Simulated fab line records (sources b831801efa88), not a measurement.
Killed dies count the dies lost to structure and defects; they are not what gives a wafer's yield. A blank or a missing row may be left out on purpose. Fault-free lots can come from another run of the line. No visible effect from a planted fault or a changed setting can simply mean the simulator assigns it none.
The same fault as seen by 2 desks ; flow sfq line ; numbers are kept per desk, each desk with only its own; the story behind them comes last

== FROM THE METROLOGY DESK ==
Lot by lot, what the gauges showed, no matter which tool ran the lot: averages of those sampled wafers that carry a number. The brackets show how far a lot's mean lies from the usual mean; more than 4 standard deviations puts the lot out of limits, marked OUT.
Columns: A = M1_NB_RS at SFQ_M1_RS_MEAS_909, usual 0.891 ohm/sq; B = M1_OVL at SFQ_M1_OVL_MEAS_911, usual -2 nm
lot;first seen here;A;B
L988;day 12 15:25;0.893;2
L991;day 13 09:30;0.901;2
L995;day 14 05:50;0.885;-6
L996;day 14 14:20;0.886;-4
L998;day 15 07:53;0.898;-4
L101;day 16 11:17;0.893;-1
This desk found nothing out of limits on any of the 6 lots.

== FOR THE TOOL OWNER'S DESK: rie metal-04 ==
The tool's own readings at SFQ_TRILAYER_M1_BARC_OPEN_METAL_ETCH_054 (etches BARC in O2, target depth 125 nm, time 41.7 s): means of the sampled wafers that have a number, for each lot that ran on this tool. The brackets show how far a lot's mean lies from the usual mean; more than 4 standard deviations puts the lot out of limits, marked OUT.
Columns: A = drypump motor current A at SFQ_TRILAYER_M1_BARC_OPEN_METAL_ETCH_054, usual 5.34 A; B = oes product au at SFQ_TRILAYER_M1_BARC_OPEN_METAL_ETCH_054, usual 0.684 a.u.
lot;first seen here;A;B
L988;day 17 11:26;5.08;0.687
L991;day 18 12:19;5.27;0.681
L101;day 21 17:31;5.08;0.686
This desk found nothing out of limits on any of the 3 lots.

== PUT TOGETHER ==
Metrology desk: nothing out of limits seen.
The desk of the tool owner found nothing out of limits.

== WHAT THE SIMULATOR PUT IN ==
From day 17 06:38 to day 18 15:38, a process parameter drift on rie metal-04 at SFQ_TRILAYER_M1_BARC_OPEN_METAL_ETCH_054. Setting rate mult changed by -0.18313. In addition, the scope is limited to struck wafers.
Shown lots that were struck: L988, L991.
